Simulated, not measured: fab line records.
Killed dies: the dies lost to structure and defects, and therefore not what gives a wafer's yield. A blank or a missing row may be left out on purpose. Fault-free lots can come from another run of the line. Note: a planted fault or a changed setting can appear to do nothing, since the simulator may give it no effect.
fab line records | flow sky130 | part 1 of 2: steps 1 to 28 of 41
[record] lots = 5 wafers = 15 last_day = 49
route steps=708 shown POLY_GATE@230 LDD_N@237 LDD_P@255 LDD_HVN@267
lots with no fault: from the same line, run without faults
start_h: the number of hours between the record's first day and the start of the first shown wafer of the lot | wait_h: hours elapsed since this lot's preceding step | " repeats the value in the row above | L1.1+2: a single row standing in for several wafers | - value missing, or start not given | * or withheld: withheld | < > ~ a bound
route shown NAME@n: names a module that has steps shown in the file, with the first one's number in the route | usual: mean/standard deviation taken from wafers without a fault | same: alike in all rows | chamber/n: place in a boat | sites: readings site by site | _std_site: the values' standard deviation | _edge_site: the outer-site mean with the inner-site mean subtracted | radius_mm: how far each site lies from the wafer's centre | mask NAME#n: copy n | behind: the last tool/chamber to shape the wafer | hold: reason for holding the lot/hours on hold/outcome of the hold | device: transistor that didn't switch, given as n, p or np | end of line: the tests these same wafers got at the end of their route | a step without rows: its recipe alone | killed: dies lost to structure and defects at the first sort, not the wafer's yield | map: the dies of a wafer, with x for killed, . for not killed, _ for no die there
set.NAME: setting as actually run; set.NAME@STEP: the setting as run at that earlier step | model.NAME: the simulator's own value behind a step, which no gauge read
a table for each step, a row for each wafer; lots at some steps of the route
services: the hour from which a tool's chamber was out of use, counted from the record's first day as start_h (under 0 if before that day), plus the number of hours and why
[[steps]]
[step SKY_POLY_GATE_ETCH_16]
[recipe] stop_on = poly-Si chemistry = CH3F/O2 target = Si3N4 source_w = 400 bias_w = 80 pressure_mtorr = 25 ch3f_flow_sccm = 40 O2_flow_sccm = 30 time_s = 147.5 target_depth_a = 750
[usual] drypump_motor_current_A = 5.7/0.38 oes_product_au = 0.640/0.0052 throttle_valve_pct = 10.536/0.0095
// columns lot.wafer tool chamber start_h wait_h drypump_motor_current_A oes_product_au rf_hours_counter_h throttle_valve_pct
L075.2 rie_diel-03 0 370.89 0.0 6.6 0.645 13 10.536
L075.5 " 3 " " 5.7 0.636 - 10.531
L075.6 " 0 " " 6.7 0.637 - 10.549
L076.1 rie_diel-01 0 423.42 0.0 5.8 0.643 61 10.533
L076.2 " 3 " " 6.4 0.623 4 10.547
L076.5 " 2 " " 5.2 0.644 - 10.544
L081.1 rie_diel-03 1 429.21 0.0 5.3 0.639 14 10.540
L081.3 " 2 " " 6.0 0.634 50 10.546
L081.4 " 0 " " 6.6 0.638 14 10.528
L082.1 rie_diel-03 2 445.76 0.0 6.0 0.648 50 10.533
L082.2 " 3 " " 5.7 0.650 7 10.523
L082.5 " 3 " " 5.7 0.638 - 10.531
L093.2 rie_diel-02 3 546.56 0.0 5.3 0.647 5 10.530
L093.3 " 0 " " 5.6 0.642 15 10.552
L093.5 " 0 " " 5.7 0.642 - 10.547
[step SKY_POLY_GATE_ETCH_17]
[recipe] target_depth_nm = 180 stop_on = SiO2 over_etch_frac = 0.56667 chemistry = HBr/Cl2 target = poly-Si icp_w = 400 bias_w = 100 pressure_mtorr = 10 HBr_flow_sccm = 150 Cl2_flow_sccm = 50 time_s = 70.5
[usual] drypump_motor_current_A = 5.97/0.21 oes_product_au = 0.984/0.0057 throttle_valve_pct = 33.684/0.009
[same] over_etch_frac = 0.56667
// columns lot.wafer tool chamber start_h wait_h drypump_motor_current_A oes_product_au rf_hours_counter_h throttle_valve_pct
L075.2 rie_si-01 2 370.99 0.0 6.20 0.984 3 33.687
L075.5 " 0 " " 5.98 0.988 - 33.695
L075.6 " 3 " " 5.69 0.982 - 33.662
L076.1 rie_si-01 1 423.52 0.0 6.27 0.987 4 33.672
L076.2 " 2 " " 6.19 0.990 4 33.674
L076.5 " 0 " " 5.95 0.990 - 33.691
L081.1 rie_si-01 0 429.31 0.0 5.95 0.987 1 33.686
L081.3 " 2 " " 6.20 0.986 4 33.686
L081.4 " 1 " " 6.25 0.983 4 33.698
L082.1 rie_si-02 1 445.86 0.0 5.82 0.979 3 33.704
L082.2 " 0 " " 6.04 0.978 7 33.667
L082.5 " 1 " " 5.82 0.978 - 33.687
L093.2 rie_si-01 2 546.66 0.0 6.19 0.977 4 33.702
L093.3 " 1 " " 6.28 0.982 5 33.689
L093.5 " 2 " " 6.18 0.988 - 33.696
[step SKY_POLY_GATE_STRIP_18]
[recipe] chemistry = O2/N2 power_w = 1400 pressure_mtorr = 1500 platen_temp_c = withheld o2_flow_sccm = 3000 n2_flow_sccm = 300 overash_fraction = 0.5
[usual] drypump_motor_current_A = 5.6/0.39 oes_product_au = 0.360/0.0045 strip_time_to_endpoint_s = 3.170/0.029
// columns lot.wafer tool chamber start_h wait_h drypump_motor_current_A oes_product_au rf_hours_counter_h strip_time_to_endpoint_s
L075.2 plasma_asher-03 1 371.04 0.0 5.8 0.358 69 3.153
L075.5 " 1 " " 5.8 0.358 - 3.163
L075.6 " 0 " " 5.6 0.365 - 3.167
L076.1 plasma_asher-02 1 423.58 0.0 5.7 0.367 30 3.198
L076.2 " 0 " " 5.1 0.363 30 3.194
L076.5 " 1 " " 5.8 0.363 - 3.225
L081.1 plasma_asher-03 0 429.37 0.0 5.5 0.363 75 3.181
L081.3 " 1 " " 5.8 0.368 - 3.147
L081.4 " 0 " " 5.6 0.360 - 3.216
L082.1 plasma_asher-01 0 445.92 0.0 4.9 0.359 2 3.158
L082.2 " 1 " " 6.3 0.360 2 3.175
L082.5 " 1 " " 6.3 0.366 - 3.209
L093.2 plasma_asher-02 0 546.72 0.0 5.1 0.366 42 3.150
L093.3 " 0 " " 5.1 0.355 - 3.125
L093.5 " 0 " " 5.1 0.356 - 3.150
[step SKY_POLY_GATE_CLEAN_19]
[recipe] chemistry = SC1/SC2 mix = 1:4:20 temp_c = 70 time_s = 150 dry = n2_spin
[usual] bath_heat_duty_pct = 13.6/1.5
// columns lot.wafer tool chamber start_h wait_h bath_heat_duty_pct
L075.2 wet_bench-01 2 371.14 0.1 12.9
L075.5 " 2 " " 11.8
L075.6 " 2 " " 11.9
L076.1 wet_bench-02 0 423.68 0.1 16.1
L076.2 " 0 " " 15.6
L076.5 " 0 " " 16.0
L081.1 wet_bench-02 3 429.47 0.1 14.6
L081.3 " 3 " " 13.5
L081.4 " 3 " " 12.7
L082.1 wet_bench-02 2 446.02 0.1 11.9
L082.2 " 2 " " 12.8
L082.5 " 2 " " 12.5
L093.2 wet_bench-01 1 546.82 0.1 12.7
L093.3 " 1 " " 13.2
L093.5 " 1 " " 13.6
[step SKY_POLY_GATE_OXIDATION_20]
[recipe] temp_c = 850 ambient = O2 stabilise_s = 600 purge_s = 300 target_thk_a = 40 ox_time_s = 899
[usual] spike_tc_upper_C = 849.0/1.6
// columns lot.wafer tool chamber start_h wait_h spike_tc_upper_C
L075.2 furnace-02 0 374.58 3.4 850.4
L075.5 " 0 " " 850.1
L075.6 " 0 " " 850.3
L076.1 furnace-01 0 427.72 4.0 847.9
L076.2 " 0 " " 849.6
L076.5 " 0 " " 847.4
L081.1 furnace-01 0 431.65 2.1 846.0
L081.3 " 0 " " 846.6
L081.4 " 0 " " 847.0
L082.1 furnace-02 0 446.18 0.1 852.6
L082.2 " 0 " " 849.8
L082.5 " 0 " " 851.9
L093.2 furnace-02 0 546.87 0.0 850.0
L093.3 " 0 " " 850.4
L093.5 " 0 " " 849.5
[step SKY_POLY_GATE_THK_MEAS_21]
[recipe] reads = SiO2_of_POLY_GATE_OXIDATION_20
[usual] POLY_GATE_OXIDATION_THK = 4.03/0.078
// columns lot.wafer tool chamber start_h wait_h POLY_GATE_OXIDATION_THK[nm]
L075.2 film_metro-01 - 375.84 0.0 3.95
L075.5 " - " " 3.91
L075.6 " - " " 3.90
L076.1 film_metro-01 - 428.97 0.0 3.90
L076.2 " - " " 3.89
L076.5 " - " " 3.88
L081.1 film_metro-02 - 432.90 0.0 3.99
L081.3 " - " " 3.98
L081.4 " - " " 4.06
L082.1 film_metro-03 - 447.43 0.0 3.99
L082.2 " - " " 3.99
L082.5 " - " " 3.98
L093.2 film_metro-01 - 548.13 0.0 4.08
L093.3 " - " " 4.19
L093.5 " - " " 4.07
[step SKY_POLY_GATE_CD_MEAS_22]
[usual] cd_nm = 149.2/1.7
// columns lot.wafer tool chamber start_h wait_h cd_nm
L075.2 cd_sem-01 - 375.92 0.1 151.7
L075.5 " - " " 149.7
L075.6 " - " " 150.6
L076.1 cd_sem-01 - 429.09 0.1 149.4
L076.2 " - " " 153.3
L076.5 " - " " 151.4
L081.1 cd_sem-02 - 433.13 0.2 148.7
L081.3 " - " " 148.3
L081.4 " - " " 147.6
L082.1 cd_sem-01 - 447.49 0.1 147.0
L082.2 " - " " 150.6
L082.5 " - " " 150.1
L093.2 cd_sem-02 - 548.20 0.1 147.7
L093.3 " - " " 147.7
L093.5 " - " " 148.9
[step SKY_LDD_N_DEHYDRATE_00]
[recipe] temp_c = 200 time_s = 60
// columns lot.wafer tool chamber start_h wait_h
L075.2+5+6 litho_track-01 0 389.68 13.7
L076.1+2+5 litho_track-02 0 443.62 14.5
L081.1+3+4 litho_track-01 0 448.00 14.8
L082.1+2+5 litho_track-02 0 462.77 15.3
L093.2+3+5 litho_track-04 0 561.27 13.0
[step SKY_LDD_N_HMDS_01]
[recipe] prime_time_s = 60 prime_temp_c = 120
// columns lot.wafer tool chamber start_h wait_h
L075.2+5+6 litho_track-01 0 389.83 0.1
L076.1+2+5 litho_track-02 0 443.77 0.1
L081.1+3+4 litho_track-01 0 448.15 0.1
L082.1+2+5 litho_track-02 0 462.92 0.1
L093.2+3+5 litho_track-04 0 561.42 0.1
[step SKY_LDD_N_COAT_02]
[recipe] resist = NOVOLAK spin_rpm = 3000 resist_thk_nm = 300
// columns lot.wafer tool chamber start_h wait_h
L075.2+5+6 litho_track-01 0 389.98 0.1
L076.1+2+5 litho_track-02 0 443.92 0.1
L081.1+3+4 litho_track-01 0 448.30 0.1
L082.1+2+5 litho_track-02 0 463.07 0.1
L093.2+3+5 litho_track-04 0 561.57 0.1
[step SKY_LDD_N_SOFTBAKE_03]
[recipe] temp_c = 90 time_s = 60 resist = NOVOLAK
// columns lot.wafer tool chamber start_h wait_h
L075.2+5+6 litho_track-01 0 390.13 0.1
L076.1+2+5 litho_track-02 0 444.07 0.1
L081.1+3+4 litho_track-01 0 448.45 0.1
L082.1+2+5 litho_track-02 0 463.22 0.1
L093.2+3+5 litho_track-04 0 561.72 0.1
[step SKY_LDD_N_EXPOSE_04]
[recipe] mask_id = NTM target_cd_nm = 840 na = 0.6 source_shape = conventional sigma_outer = 0.6 dose_mj = 110
[usual] stage_vel_mm_s = 499.98/0.22
// columns lot.wafer tool chamber start_h wait_h mask stage_vel_mm_s
L075.2 iline_stepper-02 0 - - NTM#0 500.04
L075.5 " 0 " " NTM#0 499.60
L075.6 " 0 " " NTM#0 500.08
L076.1 iline_stepper-02 0 - - NTM#0 500.28
L076.2 " 0 " " NTM#0 500.17
L076.5 " 0 " " NTM#0 500.39
L081.1 iline_stepper-02 0 - - NTM#0 500.11
L081.3 " 0 " " NTM#0 500.35
L081.4 " 0 " " NTM#0 500.27
L082.1 iline_stepper-02 0 - - NTM#0 500.04
L082.2 " 0 " " NTM#0 500.33
L082.5 " 0 " " NTM#0 499.60
L093.2 iline_stepper-01 0 - - NTM#0 499.77
L093.3 " 0 " " NTM#0 500.15
L093.5 " 0 " " NTM#0 499.83
[step SKY_LDD_N_PEB_05]
[recipe] temp_c = withheld time_s = * resist = NOVOLAK
// columns lot.wafer tool chamber start_h wait_h
L075.2+5+6 litho_track-02 0 - -
L076.1+2+5 litho_track-02 0 - -
L081.1+3+4 litho_track-04 0 - -
L082.1+2+5 litho_track-02 0 - -
L093.2+3+5 litho_track-02 0 - -
[step SKY_LDD_N_DEVELOP_06]
[recipe] develop_time_s = 60 dev_temp_c = 23
// columns lot.wafer tool chamber start_h wait_h
L075.2+5+6 litho_track-02 0 404.10 0.1
L076.1+2+5 litho_track-02 0 460.02 0.1
L081.1+3+4 litho_track-04 0 463.59 0.1
L082.1+2+5 litho_track-02 0 478.32 0.1
L093.2+3+5 litho_track-02 0 576.75 0.1
[step SKY_LDD_N_OVL_MEAS_07]
[usual] LDD_N_OVL = -0.5/1.2
// columns lot.wafer tool chamber start_h wait_h LDD_N_OVL[nm]
L075.2 overlay-02 - 404.23 0.1 0.7
L075.5 " - " " -0.1
L075.6 " - " " -1.9
L076.1 overlay-01 - 460.17 0.1 -1.8
L076.2 " - " " -1.9
L076.5 " - " " -3.8
L081.1 overlay-02 - 463.74 0.1 -2.4
L081.3 " - " " -0.6
L081.4 " - " " -1.6
L082.1 overlay-01 - 478.47 0.1 -1.4
L082.2 " - " " -0.6
L082.5 " - " " -1.0
L093.2 overlay-02 - 576.88 0.1 1.9
L093.3 " - " " 0.0
L093.5 " - " " 0.0
[step SKY_LDD_N_IMPLANT_08]
[recipe] species = As energy_kev = 20 dose_cm2 = 7.5e+13 tilt_deg = withheld rotation_deg = 23
[usual] rotation_deg = 23.001/0.021
// columns lot.wafer tool chamber start_h wait_h rotation_deg
L075.2 implanter-01 0 404.28 0.0 23.015
L075.5 " 0 " " 22.985
L075.6 " 0 " " 22.991
L076.1 implanter-03 0 460.21 0.0 23.042
L076.2 " 0 " " 23.052
L076.5 " 0 " " 23.037
L081.1 implanter-03 0 463.78 0.0 22.987
L081.3 " 0 " " 22.978
L081.4 " 0 " " 22.946
L082.1 implanter-01 0 478.51 0.0 22.967
L082.2 " 0 " " 23.002
L082.5 " 0 " " 22.991
L093.2 implanter-04 0 576.93 0.0 22.967
L093.3 " 0 " " 23.017
L093.5 " 0 " " 22.978
[step SKY_LDD_N_IMPLANT_09]
[recipe] species = As energy_kev = 20 dose_cm2 = 7.5e+13 tilt_deg = withheld rotation_deg = 113
[usual] rotation_deg = 113.00/0.031
// columns lot.wafer tool chamber start_h wait_h rotation_deg
L075.2 implanter-01 0 404.43 0.1 112.97
L075.5 " 0 " " 113.02
L075.6 " 0 " " 113.02
L076.1 implanter-03 0 460.36 0.1 112.98
L076.2 " 0 " " 112.99
L076.5 " 0 " " 112.98
L081.1 implanter-03 0 463.93 0.1 112.95
L081.3 " 0 " " 112.98
L081.4 " 0 " " 112.99
L082.1 implanter-01 0 478.66 0.1 112.95
L082.2 " 0 " " 112.99
L082.5 " 0 " " 112.96
L093.2 implanter-04 0 577.08 0.1 113.05
L093.3 " 0 " " 113.03
L093.5 " 0 " " 113.03
[step SKY_LDD_N_IMPLANT_10]
[recipe] species = As energy_kev = 20 dose_cm2 = 7.5e+13 tilt_deg = withheld rotation_deg = 203
[usual] rotation_deg = 203.00/0.041
// columns lot.wafer tool chamber start_h wait_h rotation_deg
L075.2 implanter-01 0 404.58 0.1 203.03
L075.5 " 0 " " 203.01
L075.6 " 0 " " 203.01
L076.1 implanter-03 0 460.51 0.1 203.00
L076.2 " 0 " " 203.03
L076.5 " 0 " " 202.99
L081.1 implanter-03 0 464.08 0.1 202.91
L081.3 " 0 " " 203.02
L081.4 " 0 " " 203.03
L082.1 implanter-01 0 478.81 0.1 203.03
L082.2 " 0 " " 202.98
L082.5 " 0 " " 202.92
L093.2 implanter-04 0 577.23 0.1 203.04
L093.3 " 0 " " 203.03
L093.5 " 0 " " 203.03
[step SKY_LDD_N_IMPLANT_11]
[recipe] species = As energy_kev = 20 dose_cm2 = 7.5e+13 tilt_deg = withheld rotation_deg = 293
[usual] rotation_deg = 293.00/0.054
// columns lot.wafer tool chamber start_h wait_h rotation_deg
L075.2 implanter-01 0 404.73 0.1 292.94
L075.5 " 0 " " 292.90
L075.6 " 0 " " 292.95
L076.1 implanter-03 0 460.66 0.1 293.00
L076.2 " 0 " " 292.95
L076.5 " 0 " " 293.02
L081.1 implanter-03 0 464.23 0.1 292.97
L081.3 " 0 " " 293.03
L081.4 " 0 " " 293.00
L082.1 implanter-01 0 478.96 0.1 293.03
L082.2 " 0 " " 292.96
L082.5 " 0 " " 293.03
L093.2 implanter-04 0 577.38 0.1 293.00
L093.3 " 0 " " 293.06
L093.5 " 0 " " 293.03
[step SKY_LDD_N_IMPLANT_12]
[recipe] species = BF2 energy_kev = 50 dose_cm2 = 5e+12 tilt_deg = 30 rotation_deg = 0
[usual] rotation_deg = 0.001/0.016
// columns lot.wafer tool chamber start_h wait_h rotation_deg
L075.2 implanter-01 0 404.88 0.1 0.010
L075.5 " 0 " " 0.031
L075.6 " 0 " " -0.028
L076.1 implanter-03 0 460.81 0.1 0.013
L076.2 " 0 " " 0.008
L076.5 " 0 " " 0.012
L081.1 implanter-03 0 464.38 0.1 0.004
L081.3 " 0 " " -0.026
L081.4 " 0 " " 0.021
L082.1 implanter-01 0 479.11 0.1 0.002
L082.2 " 0 " " 0.000
L082.5 " 0 " " 0.002
L093.2 implanter-04 0 577.53 0.1 -0.023
L093.3 " 0 " " 0.011
L093.5 " 0 " " 0.013
[step SKY_LDD_N_IMPLANT_13]
[recipe] species = BF2 energy_kev = 50 dose_cm2 = 5e+12 tilt_deg = 30 rotation_deg = 90
[usual] rotation_deg = 90.002/0.025
// columns lot.wafer tool chamber start_h wait_h rotation_deg
L075.2 implanter-01 0 405.03 0.1 90.003
L075.5 " 0 " " 90.013
L075.6 " 0 " " 90.036
L076.1 implanter-03 0 460.96 0.1 90.027
L076.2 " 0 " " 89.999
L076.5 " 0 " " 89.998
L081.1 implanter-03 0 464.53 0.1 90.017
L081.3 " 0 " " 90.020
L081.4 " 0 " " 89.953
L082.1 implanter-01 0 479.26 0.1 89.996
L082.2 " 0 " " 89.978
L082.5 " 0 " " 90.027
L093.2 implanter-04 0 577.68 0.1 90.017
L093.3 " 0 " " 90.005
L093.5 " 0 " " 89.977
[step SKY_LDD_N_IMPLANT_14]
[recipe] species = BF2 energy_kev = 50 dose_cm2 = 5e+12 tilt_deg = 30 rotation_deg = 180
[usual] rotation_deg = 179.99/0.039
// columns lot.wafer tool chamber start_h wait_h rotation_deg
L075.2 implanter-01 0 405.18 0.1 180.00
L075.5 " 0 " " 180.00
L075.6 " 0 " " 179.91
L076.1 implanter-03 0 461.11 0.1 179.97
L076.2 " 0 " " 180.02
L076.5 " 0 " " 180.02
L081.1 implanter-03 0 464.68 0.1 180.01
L081.3 " 0 " " 179.97
L081.4 " 0 " " 179.98
L082.1 implanter-01 0 479.41 0.1 179.98
L082.2 " 0 " " 179.98
L082.5 " 0 " " 180.06
L093.2 implanter-04 0 577.83 0.1 179.96
L093.3 " 0 " " 179.99
L093.5 " 0 " " 179.95
[step SKY_LDD_N_IMPLANT_15]
[recipe] species = BF2 energy_kev = 50 dose_cm2 = 5e+12 tilt_deg = 30 rotation_deg = 270
[usual] rotation_deg = 270.00/0.047
// columns lot.wafer tool chamber start_h wait_h rotation_deg
L075.2 implanter-01 0 405.33 0.1 269.97
L075.5 " 0 " " 269.95
L075.6 " 0 " " 269.98
L076.1 implanter-03 0 461.26 0.1 269.99
L076.2 " 0 " " 270.03
L076.5 " 0 " " 270.01
L081.1 implanter-03 0 464.83 0.1 269.99
L081.3 " 0 " " 270.01
L081.4 " 0 " " 270.10
L082.1 implanter-01 0 479.56 0.1 270.04
L082.2 " 0 " " 270.07
L082.5 " 0 " " 269.96
L093.2 implanter-04 0 577.98 0.1 270.04
L093.3 " 0 " " 269.95
L093.5 " 0 " " 270.07
[step SKY_LDD_N_STRIP_16]
[recipe] chemistry = O2/N2 power_w = 1400 pressure_mtorr = 1500 platen_temp_c = withheld o2_flow_sccm = 3000 n2_flow_sccm = 300 overash_fraction = 0.5
[usual] drypump_motor_current_A = 5.8/0.44 oes_product_au = 0.406/0.0048 strip_time_to_endpoint_s = 4.315/0.015
// columns lot.wafer tool chamber start_h wait_h drypump_motor_current_A oes_product_au rf_hours_counter_h strip_time_to_endpoint_s
L075.2 plasma_asher-04 0 405.46 0.1 6.4 0.404 57 4.295
L075.5 " 0 " " 6.4 0.418 - 4.322
L075.6 " 1 " " 5.5 0.407 - 4.305
L076.1 plasma_asher-03 0 461.41 0.1 5.6 0.407 77 4.306
L076.2 " 1 " " 5.8 0.401 77 4.315
L076.5 " 1 " " 5.8 0.404 - 4.320
L081.1 plasma_asher-03 1 464.98 0.1 5.9 0.403 77 4.316
L081.3 " 1 " " 5.8 0.404 - 4.317
L081.4 " 0 " " 5.6 0.417 - 4.335
L082.1 plasma_asher-01 1 479.71 0.1 6.4 0.409 5 4.298
L082.2 " 0 " " 4.9 0.412 5 4.283
L082.5 " 0 " " 5.0 0.404 - 4.314
L093.2 plasma_asher-03 0 578.11 0.1 5.5 0.411 90 4.324
L093.3 " 1 " " 5.8 0.394 - 4.305
L093.5 " 1 " " 5.8 0.405 - 4.313
[step SKY_LDD_N_TW_MEAS_17]
[usual] LDD_N_TW = 2594/33
// columns lot.wafer tool chamber start_h wait_h LDD_N_TW
L075.2 film_metro-04 - 405.57 0.1 2577
L075.5 " - " " 2569
L075.6 " - " " 2555
L076.1 film_metro-02 - 461.51 0.1 2600
L076.2 " - " " 2605
L076.5 " - " " 2589
L081.1 film_metro-02 - 465.08 0.1 2608
L081.3 " - " " 2594
L081.4 " - " " 2586
L082.1 film_metro-04 - 479.81 0.1 2531
L082.2 " - " " 2541
L082.5 " - " " 2541
L093.2 film_metro-02 - 578.22 0.1 2649
L093.3 " - " " 2654
L093.5 " - " " 2639
[step SKY_LDD_P_DEHYDRATE_00]
[recipe] temp_c = 200 time_s = 60
// columns lot.wafer tool chamber start_h wait_h
L075.2+5+6 litho_track-02 0 420.60 15.0
L076.1+2+5 litho_track-03 0 475.83 14.3
L081.1+3+4 litho_track-02 0 479.72 14.6
L082.1+2+5 litho_track-04 0 494.29 14.5
L093.2+3+5 litho_track-02 0 591.05 12.8
[step SKY_LDD_P_HMDS_01]
[recipe] prime_time_s = 60 prime_temp_c = 120
// columns lot.wafer tool chamber start_h wait_h
L075.2+5+6 litho_track-02 0 420.75 0.1
L076.1+2+5 litho_track-03 0 475.98 0.1
L081.1+3+4 litho_track-02 0 479.87 0.1
L082.1+2+5 litho_track-04 0 494.44 0.1
L093.2+3+5 litho_track-02 0 591.20 0.1
[step SKY_LDD_P_COAT_02]
[recipe] resist = NOVOLAK spin_rpm = 3000 resist_thk_nm = 1140
// columns lot.wafer tool chamber start_h wait_h
L075.2+5+6 litho_track-02 0 420.90 0.1
L076.1+2+5 litho_track-03 0 476.13 0.1
L081.1+3+4 litho_track-02 0 480.02 0.1
L082.1+2+5 litho_track-04 0 494.59 0.1
L093.2+3+5 litho_track-02 0 591.35 0.1
